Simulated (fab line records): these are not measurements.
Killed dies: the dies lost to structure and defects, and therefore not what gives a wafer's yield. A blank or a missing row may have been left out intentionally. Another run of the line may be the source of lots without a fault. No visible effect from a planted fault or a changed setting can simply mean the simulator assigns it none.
Which tool did it? ; flow gf180mcu ; Sampling: 6 lots, 18 wafers, 3 of 602 route steps

== WHAT EACH GAUGE READ, for each wafer ==
GF_TOP_METAL_CD_MEAS_14: the cd target is 440 nm.
lot;measured;on;cd nm (nm)
L317;day 28 07:32;cd sem-01;442.8 441.5 441.9
L320;day 29 15:33;cd sem-01;435.8 436.2 438.2
L323;day 30 21:21;cd sem-01;442.7 443.6 442.5
L326;day 31 15:18;cd sem-02;433.4 436.2 434.7
L331;day 32 18:51;cd sem-01;455.1 454.7 453.6
L338;day 34 02:21;cd sem-01;438.5 438.6 437.5

== WHICH TOOL RAN EACH LOT (tool, then ch and the chambers of the sampled wafers, then the start) ==
lot;GF_TOP_METAL_SPUTTER_04;GF_TOP_METAL_EXPOSE_11
L317;pvd sputter-01, day 27 12:13;iline stepper-02 ch 0, day 27 22:17
L320;pvd sputter-03, day 28 21:24;iline stepper-01 ch 0, day 29 06:49
L323;pvd sputter-01, day 30 03:41;iline stepper-01 ch 0, day 30 12:32
L326;pvd sputter-01, day 30 21:43;iline stepper-01 ch 0, day 31 06:43
L331;pvd sputter-03, day 32 02:00;iline stepper-01 ch 0, day 32 10:43
L338;pvd sputter-01, day 33 11:13;iline stepper-02 ch 0, day 33 19:34
- GF_TOP_METAL_SPUTTER_04: material TiN, target thk 25 nm, time 20.8 s.
- GF_TOP_METAL_EXPOSE_11: exposes mask MetalTop, target cd 440 nm.

== THE ANSWER, worked out from the rows above alone ==
Rule: usual is defined by the lots themselves. The widest of any qualifying gaps counts: lots, ordered by their means at a reading, are off when they make up no more than a third of the lots, leave a main group of 4 or more, and stand apart from it by 3 or more times the standard deviation of that group's means. If all means in a main group match to the digits the tables above print for the reading, that group is not used. Also off: a lot with no number at a reading for which 4 or more lots have one. Where the step has rows for the other lots, those lots are counted as sound.
Off, at GF_TOP_METAL_CD_MEAS_14 on cd nm: L331. The main group: mean 438.9 nm, standard deviation 3.1.
If a tool, at a process step before that reading, ran all the lots that are off and no sound lot after the first of them, it fits. Those tools and the gauges at GF_TOP_METAL_CD_MEAS_14 are tried in the same way. Undecided on this evidence; 2 tools fit (pvd sputter-03 at GF_TOP_METAL_SPUTTER_04, iline stepper-01 at GF_TOP_METAL_EXPOSE_11).

== WHAT THE SIMULATOR HAD INSERTED ==
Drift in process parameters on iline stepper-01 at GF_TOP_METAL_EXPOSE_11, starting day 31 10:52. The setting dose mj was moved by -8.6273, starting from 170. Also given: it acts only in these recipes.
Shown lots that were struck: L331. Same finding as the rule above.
